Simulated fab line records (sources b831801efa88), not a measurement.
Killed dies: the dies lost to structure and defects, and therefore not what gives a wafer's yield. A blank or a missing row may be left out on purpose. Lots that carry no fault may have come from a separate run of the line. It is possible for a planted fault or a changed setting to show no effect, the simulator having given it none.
Comparing a struck lot with a sound one || flow sky130 || 20 out of 708 route steps
Sound: the wafers L611.1, L611.2, L611.4. The struck wafers were L613.1, L613.3, L613.4. Last of all comes the cause.
Per side, at each step with rows, come the tool, then ch with its chambers, and then its first start. Under that, the readings that differ: sound wafers || struck wafers || difference of the means || sigmas: that difference in standard deviations of wafers without a fault.
alike: words and numbers the same on both sides, and readings whose means are apart by under 2 such deviations; not compared: readings that were withheld, readings missing a value for some wafer, numbers with overlapping values and no deviation given by the record, and bounds like >300 which may hide the same value.
Wherever a step has rows on one side only, a row that says differs or no value, or a row with sigmas, the two part there. Non-overlapping numbers with no deviation appear without sigmas and do not part them. Lack of a reading on every wafer of one side parts them only where that side has two or more wafers.

first, 6 steps without rows for these wafers: SKY_LDD_HVN_HMDS_01 (prime time 60 s); SKY_LDD_HVN_COAT_02 (resist thk 300 nm); SKY_LDD_HVN_SOFTBAKE_03 (time 60 s); SKY_LDD_HVN_EXPOSE_04 (exposes mask HVNTM, target cd 700 nm); SKY_LDD_HVN_PEB_05; SKY_LDD_HVN_DEVELOP_06 (develop time 60 s).
SKY_LDD_HVN_OVL_MEAS_07:
  sound: overlay-02 at day 24 15:46; struck: overlay-02 at day 25 03:11
  alike: LDD_HVN_OVL
then, 1 step without rows for these wafers: SKY_LDD_HVN_IMPLANT_08.
SKY_LDD_HVN_STRIP_09: strips in O2/N2.
  sound on plasmaAsher-03 ch 0,1, day 24 15:56; struck on plasmaAsher-03 ch 0,1, day 25 03:22
  alike: drypumpMotorCurrentA, oesProductAu, stripTimeToEndpointS
  not compared: rfHoursCounterH
SKY_LDD_HVN_TW_MEAS_10:
  sound: filmMetro-02 at day 24 16:02; struck: filmMetro-03 at day 25 03:28
{"reading": "LDD_HVN_TW", "sound": "1422 1419 1429", "struck": "1440 1442 1448", "difference": "+20", "sigmas": "+3"}
then, 2 steps without rows for these wafers: SKY_LDD_HVP_DEHYDRATE_00 (time 60 s); SKY_LDD_HVP_HMDS_01 (prime time 60 s).
SKY_LDD_HVP_COAT_02: resist thk 300 nm.
  sound on lithoTrack-03 ch 0, day 25 06:53; struck on lithoTrack-04, day 25 18:20
  no value came back on the struck wafers for chillPlateTempC (C), dispensePressureKPa (kPa); on the sound wafers chillPlateTempC (C) reads 22.98 22.99 22.92
then, 4 steps without rows for these wafers: SKY_LDD_HVP_SOFTBAKE_03 (time 60 s); SKY_LDD_HVP_EXPOSE_04 (exposes mask HVPTM, target cd 700 nm); SKY_LDD_HVP_PEB_05; SKY_LDD_HVP_DEVELOP_06 (develop time 60 s).
SKY_LDD_HVP_OVL_MEAS_07:
  sound: overlay-02 at day 25 21:44; struck: overlay-02 at day 26 08:26
{"reading": "LDD_HVP_OVL (nm)", "sound": "-0.5 1.3 -1.1", "struck": "- - -", "difference": "no value on the struck wafers", "sigmas": ""}
then, 1 step without rows for these wafers: SKY_LDD_HVP_IMPLANT_08.
-- record jumps: 23 days separate the struck wafers' starts on either side; left off in module LDD_HVP, taken up again in module PAD_OPEN, whose first shown step is the route's number 708 --
SKY_PAD_OPEN_PROBE_99:
  sound: prober-01 at day 48 17:42; struck: prober-01 at day 48 23:53
{"reading": "killedAtFrontEnd", "sound": "18 13 12", "struck": "414 418 422", "difference": "+404", "sigmas": "+98"}
{"reading": "killedDies", "sound": "96 86 80", "struck": "492 492 492", "difference": "+405", "sigmas": "+46"}
{"reading": "killedOnRim", "sound": "17 14 16", "struck": "96 96 96", "difference": "+80", "sigmas": "+22"}
  alike: killed_at_M0_to_M3, killed_at_M4_up, killedAtContacts, killedAtOther, killedOpen, killedShort

== WHERE THEY PART ==
First at SKY_LDD_HVN_TW_MEAS_10; last, within this record, at SKY_PAD_OPEN_PROBE_99.

WHY: the cause the simulator had injected
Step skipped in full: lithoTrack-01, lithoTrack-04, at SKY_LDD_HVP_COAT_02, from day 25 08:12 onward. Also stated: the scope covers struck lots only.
